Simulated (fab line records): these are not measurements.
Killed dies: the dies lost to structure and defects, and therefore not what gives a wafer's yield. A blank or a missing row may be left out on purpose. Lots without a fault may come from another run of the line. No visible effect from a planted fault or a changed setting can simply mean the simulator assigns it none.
Chamber matching / flow gf180mcu / pecvd-03 running GF_V3_CVD_02: 3 sister chambers
The step deposits SiO2 from TEOS, target thk 850 nm, time 94.851 s. 14 wafers are shown with their chamber, then 7 later ones without.

## WAFERS PAIRED WITH THEIR CHAMBERS
wafer=L077.1; chamber=1; heater-power-w (W)=711
wafer=L077.3; chamber=2; heater-power-w (W)=628
wafer=L077.6; chamber=1; heater-power-w (W)=737
wafer=L079.1; chamber=1; heater-power-w (W)=709
wafer=L079.2; chamber=2; heater-power-w (W)=593
wafer=L079.6; chamber=1; heater-power-w (W)=769
wafer=L081.2; chamber=1; heater-power-w (W)=742
wafer=L081.3; chamber=1; heater-power-w (W)=781
wafer=L081.4; chamber=0; heater-power-w (W)=438
wafer=L085.1; chamber=0; heater-power-w (W)=512
wafer=L085.3; chamber=1; heater-power-w (W)=766
wafer=L085.4; chamber=0; heater-power-w (W)=546
wafer=L090.3; chamber=2; heater-power-w (W)=655
wafer=L090.4; chamber=2; heater-power-w (W)=682

SIGNATURES (means of the wafers above)
reading=heater-power-w; chamber 0=498.67; chamber 1=745.00; chamber 2=639.50; scatter within a chamber=37.3
Rule: distance of a wafer from a chamber = root of the sum over the readings of ((wafer's reading minus chamber's mean) / reading's scatter) squared. The wafer belongs to the nearest chamber; if the next one is less than 2 further off, it can't be placed. The scatter is the square root of a quotient: the sum, over the shown wafers, of each reading's squared deviation from its chamber's mean, divided by wafers minus chambers.

## WAFERS MISSING THEIR CHAMBER
wafer=L090.6; heater-power-w (W)=645
wafer=L091.2; heater-power-w (W)=524
wafer=L091.3; heater-power-w (W)=561
wafer=L091.5; heater-power-w (W)=628
wafer=L096.1; heater-power-w (W)=663
wafer=L096.2; heater-power-w (W)=498
wafer=L096.3; heater-power-w (W)=792

## THE CHAMBER EACH PASSED THROUGH
wafer=L090.6; from the rows above=2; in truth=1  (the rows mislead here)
wafer=L091.2; from the rows above=0; in truth=0
wafer=L091.3; from the rows above=can't be placed: 0 or 2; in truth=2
wafer=L091.5; from the rows above=2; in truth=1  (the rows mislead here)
wafer=L096.1; from the rows above=can't be placed: 2 or 1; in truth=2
wafer=L096.2; from the rows above=0; in truth=0
wafer=L096.3; from the rows above=1; in truth=1
Placed correctly: 3 of 7. Not placeable from these rows: 2 (in 2, the candidates include the true chamber). Wrongly placed: 2.
